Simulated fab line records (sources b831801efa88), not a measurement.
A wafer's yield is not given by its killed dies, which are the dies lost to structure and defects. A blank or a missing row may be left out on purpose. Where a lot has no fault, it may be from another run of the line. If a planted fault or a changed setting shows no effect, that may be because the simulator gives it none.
Check of tool commonality | flow gf180mcu | 14 lots and 42 wafers in the sample

## REASON IT WAS OPENED
On 4 of the 14 lots, a flag is raised at GF_HV_LDD_CD_MEAS_07 on the reading cd nm. Wafers without a fault read 399.2 nm, standard deviation 2.4.
Rule: flag the lot when none of its wafers has a number, or when each of its wafers that has one lies beyond 4 standard deviations from that mean. All remaining lots are regarded as sound.

lot  | measured     | on        | cd nm (nm), wafer by wafer | flag
L806 | day 10 12:33 | cd sem-01 | 400.1 395.7 399.8          |
L807 | day 10 22:44 | cd sem-02 | 398.0 398.7 396.6          |
L808 | day 11 04:25 | cd sem-02 | 397.3 397.4 397.5          |
L810 | day 11 19:05 | cd sem-02 | 394.4 391.8 393.3          |
L811 | day 12 04:41 | cd sem-01 | 401.7 401.7 399.7          |
L814 | day 13 04:07 | cd sem-02 | 400.2 400.5 399.2          |
L815 | day 13 08:23 | cd sem-01 | 397.8 397.4 397.6          |
L816 | day 13 17:17 | cd sem-02 | 401.4 400.2 403.6          |
L817 | day 13 23:40 | cd sem-01 | 401.8 398.9 399.9          |
L818 | day 14 06:07 | cd sem-01 | 401.0 398.6 400.9          |
L819 | day 14 16:35 | cd sem-01 | 359.7 360.1 359.5          | FLAGGED
L822 | day 15 13:14 | cd sem-02 | 369.0 368.9 369.9          | FLAGGED
L823 | day 15 17:07 | cd sem-01 | 368.8 372.5 372.1          | FLAGGED
L824 | day 16 02:20 | cd sem-01 | 377.2 377.8 375.9          | FLAGGED
The numbers of the flagged lots are 369.3 nm on average: -29.9 nm against the usual, or -12 standard deviations.

## WHICH TOOL RAN EACH LOT
The record holds 2 process steps before the reading, out of a route of 602 steps. Cell contents, in order: the tool; ch with the chambers the sampled wafers went through; the start.
lot  | flag    | GF_STI_CMP_25                | GF_HV_LDD_EXPOSE_04
L806 |         | cmp-02 ch 1,2,3, day 2 14:33 | iline stepper-02 ch 0, day 10 03:32
L807 |         | cmp-02 ch 0,1,2, day 2 18:36 | iline stepper-02 ch 0, day 10 13:43
L808 |         | cmp-02 ch 0,2,3, day 3 01:03 | iline stepper-01 ch 0, day 10 18:56
L810 |         | cmp-01 ch 0,1,3, day 3 10:17 | iline stepper-01 ch 0, day 11 10:42
L811 |         | cmp-02 ch 0,1,3, day 3 15:40 | iline stepper-02 ch 0, day 11 18:51
L814 |         | cmp-01 ch 1,2,3, day 4 07:25 | iline stepper-02 ch 0, day 12 18:28
L815 |         | cmp-01 ch 0,2,3, day 4 12:48 | iline stepper-02 ch 0, day 12 22:50
L816 |         | cmp-01 ch 1,3, day 4 17:37   | iline stepper-02 ch 0, day 13 07:17
L817 |         | cmp-01 ch 1,2,3, day 4 22:46 | iline stepper-02 ch 0, day 13 13:01
L818 |         | cmp-01 ch 0,2,3, day 5 04:08 | iline stepper-02 ch 0, day 13 20:34
L819 | FLAGGED | cmp-02 ch 0,2,3, day 5 09:16 | iline stepper-02 ch 0, day 14 06:11
L822 | FLAGGED | cmp-01 ch 0,1,2, day 5 23:52 | iline stepper-02 ch 0, day 15 02:31
L823 | FLAGGED | cmp-01 ch 1,2, day 6 05:43   | iline stepper-02 ch 0, day 15 06:10
L824 | FLAGGED | cmp-02 ch 0,2,3, day 6 10:46 | iline stepper-02 ch 0, day 15 15:15
These steps, and what they do:
- GF_STI_CMP_25: polishes, stops on Si3N4, t overpolish 33 s, target thk 524.6 nm.
- GF_HV_LDD_EXPOSE_04: exposes mask Nplus LV AREA, target cd 400 nm.
- GF_HV_LDD_CD_MEAS_07: target cd 400 nm.

## FLAGGED OVER TOTAL, TOOL BY TOOL (the gauges that took the reading come last)
step                 | tool             | lots run | flagged | share of the flagged lots | sound lots run after its first flagged lot
GF_STI_CMP_25        | cmp-01           | 8        | 2       | some                      | 0
GF_STI_CMP_25        | cmp-02           | 6        | 2       | some                      | 0
GF_HV_LDD_EXPOSE_04  | iline stepper-01 | 2        | 0       | none                      | -
GF_HV_LDD_EXPOSE_04  | iline stepper-02 | 12       | 4       | all                       | 0
GF_HV_LDD_CD_MEAS_07 | cd sem-01        | 8        | 3       | some                      | 0
GF_HV_LDD_CD_MEAS_07 | cd sem-02        | 6        | 1       | some                      | 0

## THE TABLE: WHAT IT ALLOWS
In the table, 1 row covers all flagged lots: iline stepper-02 at GF_HV_LDD_EXPOSE_04.
- iline stepper-02 at GF_HV_LDD_EXPOSE_04: 4 of its 12 lots flagged. Its last sound lot is L818 (day 13 20:34), its first flagged lot L819 (day 14 06:11): a fault that began between those two fits. Its own readings lie more than 4 standard deviations out on every wafer of the flagged lots: exposure dose mJ cm2.
What remains is a single tool, iline stepper-02 at GF_HV_LDD_EXPOSE_04.

## WHAT THE SIMULATOR HAD INSERTED
Drift in process parameters on iline stepper-02 at GF_HV_LDD_EXPOSE_04, starting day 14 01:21. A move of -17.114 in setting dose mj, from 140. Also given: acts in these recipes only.
Lots struck among those shown: L819, L822, L823, L824. The same result came from the rule above.
